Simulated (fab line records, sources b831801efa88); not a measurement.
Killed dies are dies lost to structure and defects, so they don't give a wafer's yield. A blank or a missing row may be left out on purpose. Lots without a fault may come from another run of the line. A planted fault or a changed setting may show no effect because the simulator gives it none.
fab line records | flow sky130
record lots=6 wafers=18 last_day=50
route steps=708 shown VIA1@470
lots that met no fault: from a run of the same line without faults
start_h: hours from the record's first day to the start of the lot's first wafer shown | wait_h: hours since the lot's step before | " the same as in the row above | L1.1+2: a row that stands for several wafers | - no value, or no start given | * or withheld: withheld | < > ~ a bound
route shown NAME@n: a module of which the file shows steps, and the number in the route of the first | usual: mean/standard deviation of fault-free wafers | same: alike in all rows | chamber/n: place in a boat | sites: the reading at each site | _std_site: their standard deviation | _edge_site: outer sites' mean less inner sites' | radius_mm: how far each site lies from the wafer's centre | mask NAME#n: copy n | behind: the tool/chamber that last shaped the wafer | hold: why the lot was held/for how many hours/how that ended | device: the transistor (n, p or np) that didn't switch | end of line: the same wafers' tests at the end of the route | a step without rows: its recipe alone | killed: dies lost to structure and defects at the first sort, not the wafer's yield | map: a wafer's dies, x killed, . not, _ none there
set.NAME: the setting as run; set.NAME@STEP: as run at that earlier step | model.NAME: the simulator's own value behind a step, which no gauge read
lots at some steps of the route; a table a step, a row a wafer
services: from which hour (start_h, from the record's first day; less than 0 if before it) a tool's chamber was out of use, for how many hours, and why
## steps
# step SKY_VIA1_CD_MEAS_12
# recipe target_cd_nm=150
# usual cd_nm=149.6/1.4
# columns lot.wafer tool chamber start_h wait_h cd_nm
L185.1 cd_sem-02 - 838.92 - 147.7
L185.2 " - " " 147.4
L185.5 " - " " 149.5
L192.1 cd_sem-02 - 937.24 - 151.2
L192.2 " - " " 150.9
L192.5 " - " " 150.2
L195.1 cd_sem-02 - 937.62 - 150.9
L195.4 " - " " 151.3
L195.5 " - " " 150.3
L193.1 cd_sem-01 - 939.19 - 147.6
L193.5 " - " " 148.1
L193.6 " - " " 148.0
L201.1 cd_sem-01 - 945.77 - 151.6
L201.2 " - " " 149.7
L201.4 " - " " 149.6
L202.2 cd_sem-01 - 952.46 - 150.0
L202.3 " - " " 149.5
L202.5 " - " " 149.4
# step SKY_VIA1_OVL_MEAS_13
# usual VIA1_OVL=-2/4.9
# columns lot.wafer tool chamber start_h wait_h VIA1_OVL[nm]
L185.1 overlay-02 - 839.04 0.1 3
L185.2 " - " " 1
L185.5 " - " " -5
L192.1 overlay-02 - 937.36 0.1 -2
L192.2 " - " " 0
L192.5 " - " " -1
L195.1 overlay-02 - 937.75 0.1 -7
L195.4 " - " " -6
L195.5 " - " " -4
L193.1 overlay-02 - 939.31 0.1 2
L193.5 " - " " -6
L193.6 " - " " -6
L201.1 overlay-01 - 945.89 0.1 -9
L201.2 " - " " -4
L201.4 " - " " -3
L202.2 overlay-02 - 952.57 0.1 5
L202.3 " - " " -2
L202.5 " - " " 7
# step SKY_VIA1_ETCH_14
# recipe chemistry=N2/H2 target=BARC ion_energy_ev=200 source_w=500 bias_w=100 pressure_mtorr=30 n2_flow_sccm=100 h2_flow_sccm=200 stop_on=SiO2 time_s=45.9 target_depth_a=600
# usual drypump_motor_current_A=5.6/0.47 oes_product_au=0.856/0.005 throttle_valve_pct=13.224/0.0091
# columns lot.wafer tool chamber start_h wait_h drypump_motor_current_A oes_product_au rf_hours_counter_h throttle_valve_pct
L185.1 rie_diel-03 3 839.08 0.0 5.8 0.854 26 13.208
L185.2 " 2 " " 5.5 0.849 8 13.222
L185.5 " 2 " " 5.5 0.870 - 13.223
L192.1 rie_diel-02 3 937.40 0.0 5.6 0.860 19 13.229
L192.2 " 0 " " 5.2 0.852 11 13.226
L192.5 " 1 " " 6.2 0.863 - 13.227
L195.1 rie_diel-04 3 937.79 0.0 4.8 0.852 8 13.220
L195.4 " 1 " " 5.1 0.856 10 13.226
L195.5 " 1 " " 5.1 0.859 - 13.223
L193.1 rie_diel-03 1 939.35 0.0 6.1 0.861 17 13.239
L193.5 " 2 " " 5.5 0.857 - 13.219
L193.6 " 1 " " 6.1 0.863 - 13.227
L201.1 rie_diel-04 1 945.93 0.0 5.1 0.856 10 13.222
L201.2 " 2 " " 5.5 0.860 4 13.225
L201.4 " 0 " " 6.3 0.854 20 13.217
L202.2 rie_diel-02 0 952.60 0.0 5.2 0.853 12 13.235
L202.3 " 1 " " 6.2 0.840 9 13.220
L202.5 " 0 " " 5.2 0.857 - 13.217
# step SKY_VIA1_ETCH_15
# recipe target=SiO2 chemistry=C4F8/O2/Ar target_depth_nm=351 stop_on=TiN mask_material=KrF-thick source_w=1500 bias_w=1200 pressure_mtorr=40 c4f8_flow_sccm=withheld O2_flow_sccm=6 Ar_flow_sccm=300 time_s=54
# usual oes_product_au=0.983/0.005
# columns lot.wafer tool chamber start_h wait_h oes_product_au rf_hours_counter_h
L185.1 rie_diel-03 3 839.12 0.0 0.975 26
L185.2 " 2 " " 0.988 8
L185.5 " 2 " " 0.975 -
L192.1 rie_diel-02 3 937.44 0.0 0.986 19
L192.2 " 0 " " 0.987 11
L192.5 " 1 " " 0.976 -
L195.1 rie_diel-04 3 937.83 0.0 0.980 8
L195.4 " 1 " " 0.991 10
L195.5 " 1 " " 0.979 -
L193.1 rie_diel-03 1 939.39 0.0 0.978 17
L193.5 " 2 " " 0.982 -
L193.6 " 1 " " 0.979 -
L201.1 rie_diel-04 1 945.97 0.0 0.988 10
L201.2 " 2 " " 0.990 4
L201.4 " 0 " " 0.983 20
L202.2 rie_diel-02 0 952.64 0.0 0.985 12
L202.3 " 1 " " 0.978 9
L202.5 " 0 " " 0.980 -
# step SKY_VIA1_STRIP_16
# recipe chemistry=O2/N2 power_w=1400 pressure_mtorr=1500 platen_temp_c=withheld o2_flow_sccm=3000 n2_flow_sccm=300 overash_fraction=0.5
# usual drypump_motor_current_A=5.60/0.26 oes_product_au=0.415/0.005 strip_time_to_endpoint_s=4.466/0.022
# same overash_fraction=0.5
# columns lot.wafer tool chamber start_h wait_h drypump_motor_current_A oes_product_au rf_hours_counter_h strip_time_to_endpoint_s
L185.1 plasma_asher-04 0 839.17 0.0 5.41 0.421 37 4.479
L185.2 " 1 " " 5.65 0.423 37 4.465
L185.5 " 1 " " 5.68 0.415 - 4.467
L192.1 plasma_asher-02 1 937.49 0.0 5.81 0.415 19 4.469
L192.2 " 0 " " 5.97 0.414 19 4.482
L192.5 " 0 " " 5.96 0.418 - 4.497
L195.1 plasma_asher-03 0 937.87 0.0 5.22 0.416 82 4.471
L195.4 " 1 " " 5.45 0.416 - 4.479
L195.5 " 1 " " 5.45 0.421 - 4.477
L193.1 plasma_asher-03 1 939.44 0.0 5.43 0.412 83 4.482
L193.5 " 0 " " 5.20 0.419 - 4.463
L193.6 " 1 " " 5.44 0.419 - 4.471
L201.1 plasma_asher-04 0 946.02 0.0 5.41 0.423 48 4.475
L201.2 " 1 " " 5.62 0.416 48 4.501
L201.4 " 0 " " 5.42 0.423 - 4.471
L202.2 plasma_asher-02 0 952.69 0.0 5.96 0.414 21 4.497
L202.3 " 1 " " 5.82 0.428 - 4.472
L202.5 " 1 " " 5.80 0.417 - 4.474
# step SKY_VIA1_STRIP_17
# recipe chemistry=post_etch_residue_remover time_s=1200 temp_c=72.5
# step SKY_VIA1_CLEAN_18
# recipe chemistry=IPA time_s=180 temp_c=25
# step SKY_VIA1_CLEAN_19
# recipe chemistry=O3/DIW dry=n2_spin
# step SKY_VIA1_SPUTTER_20
# recipe material=TiN target_thk_nm=20 chamber_pressure_pa=5 power_w=4000 time_s=80
# usual throttle_valve_pct=31.0/1.3
# columns lot.wafer tool chamber start_h wait_h throttle_valve_pct
L185.1 pvd_sputter-04 - 839.76 0.0 31.2
L185.2 " - " " 30.6
L185.5 " - " " 31.2
L192.1 pvd_sputter-02 - 938.08 0.0 31.4
L192.2 " - " " 31.4
L192.5 " - " " 29.7
L195.1 pvd_sputter-04 - 938.47 0.0 34.1
L195.4 " - " " 30.9
L195.5 " - " " 30.5
L193.1 pvd_sputter-04 - 940.03 0.0 30.7
L193.5 " - " " 30.7
L193.6 " - " " 31.3
L201.1 pvd_sputter-01 - 946.61 0.0 29.8
L201.2 " - " " 28.9
L201.4 " - " " 31.5
L202.2 pvd_sputter-02 - 953.29 0.0 30.7
L202.3 " - " " 31.8
L202.5 " - " " 31.5
# step SKY_VIA1_CVD_21
# recipe material=W target_thk_nm=270 time_s=80.902 temp_c=400 pressure_torr=40
# usual heater_power_outer_w=543/39 heater_power_w=864/36
# columns lot.wafer tool chamber start_h wait_h heater_power_outer_w heater_power_w
L185.1 cvd_w-02 1 839.82 0.0 527 832
L185.2 " 0 " " 574 898
L185.5 " 0 " " 576 909
L192.1 cvd_w-02 1 938.14 0.0 544 834
L192.2 " 0 " " 580 898
L192.5 " 1 " " 535 865
L195.1 cvd_w-02 1 938.53 0.0 523 848
L195.4 " 1 " " 530 834
L195.5 " 1 " " 530 843
L193.1 cvd_w-01 0 940.09 0.0 577 869
L193.5 " 1 " " 431 742
L193.6 " 0 " " 569 868
L201.1 cvd_w-02 0 946.67 0.0 584 891
L201.2 " 1 " " 526 874
L201.4 " 1 " " 523 862
L202.2 cvd_w-02 0 953.35 0.0 565 884
L202.3 " 1 " " 524 861
L202.5 " 0 " " 569 899
# step SKY_VIA1_RS_MEAS_22
# recipe thk_meas_gauge=four-point-probe reads=W_of_VIA1_CVD_21+TiN_of_VIA1_SPUTTER_20
# usual VIA1_W_RS=0.426/0.0047
# columns lot.wafer tool chamber start_h wait_h VIA1_W_RS[ohm/sq]
L185.1 film_metro-03 - 839.91 0.1 0.432
L185.2 " - " " 0.427
L185.5 " - " " 0.433
L192.1 film_metro-01 - 938.23 0.1 0.426
L192.2 " - " " 0.429
L192.5 " - " " 0.424
L195.1 film_metro-03 - 938.62 0.1 0.426
L195.4 " - " " 0.425
L195.5 " - " " 0.422
L193.1 film_metro-03 - 940.18 0.1 0.422
L193.5 " - " " 0.418
L193.6 " - " " 0.425
L201.1 film_metro-02 - 946.76 0.1 0.429
L201.2 " - " " 0.423
L201.4 " - " " 0.425
L202.2 film_metro-01 - 953.46 0.1 0.426
L202.3 " - " " 0.423
L202.5 " - " " 0.433
# step SKY_VIA1_THK_MEAS_23
# recipe thk_meas_gauge=xrf reads=W_of_VIA1_CVD_21
# usual VIA1_W_THK=275/3.8
# columns lot.wafer tool chamber start_h wait_h VIA1_W_THK[nm]
L185.1 film_metro-03 - 840.03 0.1 270
L185.2 " - " " 272
L185.5 " - " " 268
L192.1 film_metro-01 - 938.35 0.1 278
L192.2 " - " " 273
L192.5 " - " " 280
L195.1 film_metro-03 - 938.74 0.1 275
L195.4 " - " " 278
L195.5 " - " " 278
L193.1 film_metro-03 - 940.30 0.1 279
L193.5 " - " " 281
L193.6 " - " " 275
L201.1 film_metro-02 - 946.88 0.1 274
L201.2 " - " " 275
L201.4 " - " " 274
L202.2 film_metro-01 - 953.57 0.1 275
L202.3 " - " " 279
L202.5 " - " " 273
# step SKY_VIA1_CMP_24
# recipe stop_on=SiO2 t_overpolish_s=15 down_force_psi=3.5 platen_rpm=60 target_thk_nm=0 pad_velocity_m_s=0.94248
# usual edge_zone_pressure_frac=0.999/0.0047 head_pressure_psi=3.500/0.0079 motor_current_A=11.3/1.2 overpolish_run_s=15.001/0.0086 time_to_endpoint_s=65.7/2.5
# columns lot.wafer tool chamber start_h wait_h edge_zone_pressure_frac head_pressure_psi motor_current_A overpolish_run_s time_to_endpoint_s model.W_of_VIA1_CVD_21.thk_nm model.SiO2_of_VIA1_HDPCVD_00.thk_nm
L185.1 cmp-02 2 840.27 0.2 0.996 3.504 11.0 14.990 65.2 0 341.7
L185.2 " 0 " " 0.989 3.516 11.3 14.998 65.0 0 341.5
L185.5 " 2 " " 0.999 3.498 10.9 15.003 65.5 0 340.2
L192.2 cmp-02 0 938.50 0.1 - - - - - 268.8 346.9
L192.1 " 1 " " - - - - - 271.3 345.9
L192.5 " 0 " " - - - - - 272.2 344.5
L195.1 cmp-02 3 938.80 0.1 - - - - - 270.3 345.3
L195.4 " 0 " " - - - - - 271.1 344.9
L195.5 " 0 " " - - - - - 272.1 344.5
L193.1 cmp-02 3 940.41 0.1 1.000 3.511 13.9 15.000 65.7 0 340.6
L193.5 " 2 " " 0.999 3.501 10.7 14.993 70.4 0 341.1
L193.6 " 3 " " 0.995 3.519 13.2 14.998 61.9 0 341.9
L201.4 cmp-02 2 947.06 0.1 0.994 3.508 10.7 14.995 67.5 0 343.1
L201.2 " 3 " " 1.004 3.505 13.8 14.991 66.2 0 343.1
L201.1 " 1 " " 0.999 3.501 12.1 14.997 66.9 0 343.5
L202.2 cmp-01 1 953.62 0.0 0.999 3.493 11.2 14.999 62.7 0 341.9
L202.3 " 0 " " 0.998 3.508 12.7 15.004 65.3 0 341.8
L202.5 " 1 " " 0.992 3.477 11.3 14.998 63.8 0 342.5
## services
# columns tool chamber start_h hours kind
pvd_sputter-01 - 827.70 2.4 repair
rie_diel-04 2 832.78 9.3 repair
cmp-01 - 839.57 1.1 repair
rie_diel-03 0 840.06 16.5 repair
cmp-01 - 840.69 5.2 pm
pvd_sputter-02 - 844.38 9.1 repair
rie_diel-03 3 849.55 5.9 repair
plasma_asher-03 - 863.21 1.4 repair
rie_diel-04 0 869.94 2.4 repair
rie_diel-04 2 871.47 5.7 repair
rie_diel-02 - 873.94 15.6 pm
rie_diel-03 3 886.99 5.5 repair
rie_diel-04 0 890.06 1.3 repair
cvd_w-02 - 891.89 2.8 pm
rie_diel-03 3 897.26 12.8 repair
plasma_asher-02 - 897.87 4.4 repair
pvd_sputter-01 - 897.89 8.7 repair
cmp-02 - 899.82 3.9 pm
cvd_w-02 1 903.26 3.3 repair
cmp-02 - 905.68 2.5 repair
rie_diel-04 2 910.59 10.0 repair
pvd_sputter-02 - 912.87 1.2 repair
pvd_sputter-02 - 939.64 4.4 repair
rie_diel-04 - 952.74 2.1 repair
## key
first_sign step=SKY_VIA1_CMP_24 reading=tool_record direction=missing
effect none on later readings
model_effect step=SKY_VIA1_CMP_24 value=W_of_VIA1_CVD_21.thk_nm without=0 struck=271
met_at SKY_VIA1_CMP_24
struck_wafers L192.1,L192.2,L192.5,L195.1,L195.4,L195.5
later_rows_left_out L192.1,L192.2,L192.5,L195.1,L195.4,L195.5
sort_left_out L192.1,L192.2,L192.5,L195.1,L195.4,L195.5
onset_between 840.27 938.50
fault kind=skipped_step_whole tool=cmp-02 chamber=- onset_h=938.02 steps=SKY_VIA1_CMP_24 scope=struck_lots_only
# sort_left_out: the simulated sort isn't trusted on such a fault, so these wafers' sort isn't shown, and their yield isn't known
# later_rows_left_out: the simulator's readings of these wafers behind a module that went badly wrong aren't trusted and aren't shown, but for the sort
